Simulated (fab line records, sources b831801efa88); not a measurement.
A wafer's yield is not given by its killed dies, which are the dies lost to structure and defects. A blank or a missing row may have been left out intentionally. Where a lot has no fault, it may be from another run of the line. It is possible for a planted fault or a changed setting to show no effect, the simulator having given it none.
Struck lot and sound lot, side by side / flow sky130 / 16 out of 708 route steps
Sound: these wafers, L261.3, L261.4, L261.6. Wafers L265.2, L265.3, L265.4 were the ones struck. Last of all comes the cause.
For every step that has rows: the tool of each side, followed by ch and its chambers, followed by its first start. Under that, the readings that differ: sound wafers / struck wafers / difference of the means / sigmas: that difference in standard deviations of wafers without a fault.
alike: words and numbers the same on both sides, and readings whose means are apart by under 2 such deviations; not compared: readings that were withheld, readings missing a value for some wafer, numbers with overlapping values and no deviation given by the record, and bounds like >300 which may hide the same value.
The two part at a step that has a row with sigmas, a row that says differs or no value, or rows on one side only. When numbers do not overlap yet have no deviation, they are printed without sigmas and do not part them. A reading missing from all wafers of one side parts the sides only when that side holds two or more wafers.

SKY_VT_ADJUST_HVTP_OVL_MEAS_08:
  sound: overlay-01 at day 6 05:01; struck: overlay-01 at day 7 09:45
  alike: VT_ADJUST_HVTP_OVL
next, for these wafers, 1 step has no rows: SKY_VT_ADJUST_HVTP_IMPLANT_09.
SKY_VT_ADJUST_HVTP_STRIP_10: strips in O2/N2.
  sound on plasma asher-04 ch 0,1, day 6 05:13; struck on plasma asher-01 ch 0,1, day 7 09:56
  alike: chamber pressure mTorr, drypump motor current A, oes product au, strip time to endpoint s
  not compared: rf hours counter h
SKY_VT_ADJUST_HVTP_TW_MEAS_11:
  sound: film metro-03 at day 6 05:18; struck: film metro-03 at day 7 10:02
  alike: VT_ADJUST_HVTP_TW
then, 7 steps without rows for these wafers: SKY_VT_ADJUST_LVTN_DEHYDRATE_00 (time 60 s); SKY_VT_ADJUST_LVTN_HMDS_01 (prime time 60 s); SKY_VT_ADJUST_LVTN_COAT_02 (resist thk 3000 nm); SKY_VT_ADJUST_LVTN_SOFTBAKE_03; SKY_VT_ADJUST_LVTN_EXPOSE_04 (exposes mask NWM COMPLEMENT LESS NATIVE, target cd 840 nm); SKY_VT_ADJUST_LVTN_PEB_05; SKY_VT_ADJUST_LVTN_DEVELOP_06 (develop time 62.75 s).
SKY_VT_ADJUST_LVTN_OVL_MEAS_07:
  sound: overlay-01 at day 6 22:42; struck: overlay-01 at day 8 06:35
  alike: VT_ADJUST_LVTN_OVL
SKY_VT_ADJUST_LVTN_IMPLANT_08:
  sound on implanter-04 ch 0, day 6 22:46; struck on implanter-04 ch 0, day 8 06:38
reading=implant ion amu; sound=11 11 11; struck=31 31 31; difference=+20; sigmas=
reading=model.implant.rp nm (nm); sound=96.78 96.78 96.78; struck=36.33 36.33 36.33; difference=-60.45; sigmas=
reading=model.implant.drp nm (nm); sound=42.97 42.97 42.97; struck=16.56 16.56 16.56; difference=-26.41; sigmas=
  alike: dose ions cm2
SKY_VT_ADJUST_LVTN_STRIP_09: strips in O2/N2.
  sound on plasma asher-02 ch 0,1, day 6 22:54; struck on plasma asher-01 ch 0,1, day 8 06:46
reading=drypump motor current A (A); sound=6.0 6.0 6.0; struck=4.9 5.6 4.9; difference=-0.9; sigmas=-2
  alike: chamber pressure mTorr, oes product au, strip time to endpoint s
  not compared: rf hours counter h
SKY_VT_ADJUST_LVTN_TW_MEAS_10:
  sound: film metro-01 at day 6 22:59; struck: film metro-02 at day 8 06:52
reading=VT_ADJUST_LVTN_TW; sound=242.6 242.8 242.0; struck=476.6 477.5 477.6; difference=+234.8; sigmas=+78
then, 1 step without rows for these wafers: SKY_VT_ADJUST_LVTN_DEHYDRATE_11 (time 60 s).

WHERE THEY PART
First at SKY_VT_ADJUST_LVTN_STRIP_09; last, within this record, at SKY_VT_ADJUST_LVTN_TW_MEAS_10.

WHY: whatever the simulator had introduced
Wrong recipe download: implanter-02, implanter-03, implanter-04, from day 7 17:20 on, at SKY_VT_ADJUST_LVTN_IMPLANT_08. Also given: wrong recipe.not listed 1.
